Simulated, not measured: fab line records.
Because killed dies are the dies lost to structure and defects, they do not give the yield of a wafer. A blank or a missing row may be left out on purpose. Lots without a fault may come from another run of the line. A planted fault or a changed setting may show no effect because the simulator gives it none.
Which tool was responsible?    flow gf180mcu    12 lots with 36 wafers sampled at 6 steps, on a route of 602 steps

== WHAT EACH GAUGE READ, for each wafer ==
GF_VT_IMPLANT_OVL_MEAS_18.
lot   measured      on          VT_IMPLANT_01_OVL (nm)
L984  day 6 18:09   overlay-02  2.1 0.5 1.2
L987  day 7 14:10   overlay-02  -2.5 -1.1 -2.6
L988  day 7 20:31   overlay-01  0.2 -1.2 1.4
L989  day 8 02:33   overlay-02  5.1 3.2 3.8
L997  day 10 04:43  overlay-01  -1.3 -1.8 -1.6
L998  day 10 12:28  overlay-01  -1.2 -0.4 0.0
L999  day 10 16:57  overlay-02  1.4 1.7 1.4
L100  day 11 00:16  overlay-02  -0.1 -1.1 -0.7
L101  day 11 04:07  overlay-02  -1.2 -0.3 0.1
L103  day 11 18:58  overlay-01  -1.0 -1.3 -0.7
L104  day 12 00:24  overlay-02  0.7 0.7 -0.6
L105  day 12 06:34  overlay-01  -0.5 0.3 1.3

GF_POLY_GATE_CD_MEAS_10 targets a cd of 280 nm.
lot   measured      on         cd nm (nm)
L984  day 9 18:27   cd sem-01  279.2 279.5 281.2
L987  day 10 16:40  cd sem-02  277.7 277.7 277.8
L988  day 11 01:10  cd sem-02  279.0 280.0 279.0
L989  day 11 06:24  cd sem-02  278.8 280.0 278.7
L997  day 13 16:46  cd sem-02  280.3 280.3 279.2
L998  day 14 00:31  cd sem-02  277.0 278.1 277.5
L999  day 14 05:27  cd sem-01  279.3 279.6 279.9
L100  day 14 16:29  cd sem-01  279.0 278.2 278.3
L101  day 14 20:44  cd sem-01  282.3 282.3 281.3
L103  day 15 11:32  cd sem-01  277.9 278.4 279.3
L104  day 15 16:57  cd sem-01  281.4 281.2 281.0
L105  day 15 23:16  cd sem-01  279.3 279.7 278.5

GF_PSD_RS_MEAS_14: measurement is done with a four-point probe.
lot   measured      on             NSD_RS (ohm/sq)
L984  day 14 22:15  film metro-02  46.12 46.08 46.10
L987  day 16 01:47  film metro-04  48.35 48.36 48.34
L988  day 16 10:58  film metro-02  48.29 48.42 48.31
L989  day 16 19:13  film metro-01  45.97 46.17 46.24
L997  day 19 14:05  film metro-02  46.19 46.21 46.13
L998  day 19 23:29  film metro-01  46.10 46.04 46.21
L999  day 20 05:21  film metro-04  46.11 46.10 46.24
L100  day 20 18:07  film metro-04  46.06 46.08 46.10
L101  day 20 23:20  film metro-01  46.04 46.03 46.11
L103  day 21 15:05  film metro-02  45.97 46.04 46.02
L104  day 21 22:33  film metro-04  46.25 46.09 46.06
L105  day 22 04:08  film metro-02  46.01 46.02 45.99

GF_CONTACT_CD_MEAS_14 targets a cd of 220 nm.
lot   measured      on         cd nm (nm)
L984  day 16 20:06  cd sem-02  220.3 219.9 218.6
L987  day 18 01:43  cd sem-01  218.5 220.0 219.3
L988  day 18 10:39  cd sem-02  219.3 220.2 220.5
L989  day 18 19:36  cd sem-02  218.7 220.1 219.7
L997  day 21 17:05  cd sem-02  219.4 219.5 220.3
L998  day 22 01:55  cd sem-02  220.2 219.5 219.1
L999  day 22 07:28  cd sem-01  219.0 217.8 220.3
L100  day 22 19:34  cd sem-02  220.6 220.3 221.0
L101  day 23 00:23  cd sem-02  219.4 220.3 220.5
L103  day 23 14:58  cd sem-01  218.9 218.3 218.8
L104  day 23 23:20  cd sem-01  218.7 218.8 219.2
L105  day 24 03:43  cd sem-01  218.3 219.9 219.0

== EACH LOT AND THE TOOL THAT RAN IT (in order: tool; ch and the chambers of the sampled wafers; start) ==
lot   GF_NSD_IMPLANT_09                GF_NSD_STRIP_11
L984  implanter-01 ch 0, day 14 00:19  plasma asher-04 ch 0,1, day 14 00:37
L987  implanter-01 ch 0, day 15 03:20  plasma asher-04 ch 0,1, day 15 03:36
L988  implanter-01 ch 0, day 15 12:45  plasma asher-02 ch 0,1, day 15 13:03
L989  implanter-04 ch 0, day 15 20:10  plasma asher-04 ch 0,1, day 15 20:28
L997  implanter-04 ch 0, day 18 12:48  plasma asher-03 ch 0,1, day 18 13:05
L998  implanter-01 ch 0, day 18 22:22  plasma asher-03 ch 0,1, day 18 22:38
L999  implanter-04 ch 0, day 19 04:12  plasma asher-03 ch 0,1, day 19 04:30
L100  implanter-04 ch 0, day 19 17:27  plasma asher-04 ch 0,1, day 19 17:43
L101  implanter-01 ch 0, day 19 22:03  plasma asher-02 ch 0,1, day 19 22:20
L103  implanter-01 ch 0, day 20 13:42  plasma asher-03 ch 0,1, day 20 13:59
L104  implanter-01 ch 0, day 20 21:16  plasma asher-03 ch 0,1, day 20 21:34
L105  implanter-03 ch 0, day 21 03:26  plasma asher-03 ch 0,1, day 21 03:42
- GF_NSD_IMPLANT_09
- GF_NSD_STRIP_11: strips in O2/N2.

== WHAT THE TOOLS THEMSELVES READ (means of the sampled wafers that have a number; where no wafer has one, the mark that the record gives instead) ==
GF_NSD_IMPLANT_09.
lot   tool          beam energy keV  beam on s (s)  tilt deg (degrees)
L984  implanter-01  59.992           16.9           7.010
L987  implanter-01  52.510           16.6           6.984
L988  implanter-01  52.525           16.6           6.980
L989  implanter-04  60.024           19.5           7.017
L997  implanter-04  60.003           18.9           7.012
L998  implanter-01  60.004           16.7           6.986
L999  implanter-04  60.003           19.0           7.008
L100  implanter-04  60.010           19.0           7.013
L101  implanter-01  59.959           16.8           7.000
L103  implanter-01  60.022           16.8           6.998
L104  implanter-01  60.007           16.7           6.970
L105  implanter-03  60.013           18.9           6.987

GF_NSD_STRIP_11.
lot   tool             drypump motor current A (A)  heater power w (W)  oes product au (a.u.)  strip time to endpoint s (s)
L984  plasma asher-04  5.86                         334                 0.486                  22.99
L987  plasma asher-04  5.81                         342                 0.498                  21.98
L988  plasma asher-02  5.74                         332                 0.493                  21.97
L989  plasma asher-04  5.87                         330                 0.483                  22.95
L997  plasma asher-03  5.86                         344                 0.486                  22.92
L998  plasma asher-03  5.85                         331                 0.483                  22.92
L999  plasma asher-03  5.85                         333                 0.489                  22.92
L100  plasma asher-04  5.79                         342                 0.482                  22.97
L101  plasma asher-02  5.73                         336                 0.488                  22.97
L103  plasma asher-03  5.84                         333                 0.483                  23.02
L104  plasma asher-03  5.84                         333                 0.489                  22.98
L105  plasma asher-03  5.67                         334                 0.487                  22.98

== THE ANSWER, worked out from the rows above alone ==
Rule: usual is defined by the lots themselves. Put in order of their means at a reading, lots are off if they are a third of the lots or fewer, leave a main group of 4 or more, and stand apart from it by a gap of 3 or more times the standard deviation of the main group's means; of several such gaps the widest counts. If all means in a main group match to the digits the tables above print for the reading, that group is not used. A lot without any number at a reading at which 4 lots or more have one is off too. All remaining lots with rows at the step are treated as sound. First the gauges in route order, then the tools' own readings, where a lot's mean is used as printed above. The first step at which some lot is off is used, and at that step the reading that is off furthest; a lot without a number counts as furthest.
Off: L987, L988, seen at GF_PSD_RS_MEAS_14 (NSD_RS). The main group has a mean of 46.10 ohm/sq with a standard deviation of 0.054.
A tool fits if, at a process step before that reading, it ran every lot that is off, and no sound lot after the first of them. Not tried: the gauges at GF_PSD_RS_MEAS_14; whatever is off there is also off at GF_NSD_IMPLANT_09, on other tools, and gauge error can't account for it. Not one of the candidates tried fits.

== WHAT THE SIMULATOR HAD PUT IN ==
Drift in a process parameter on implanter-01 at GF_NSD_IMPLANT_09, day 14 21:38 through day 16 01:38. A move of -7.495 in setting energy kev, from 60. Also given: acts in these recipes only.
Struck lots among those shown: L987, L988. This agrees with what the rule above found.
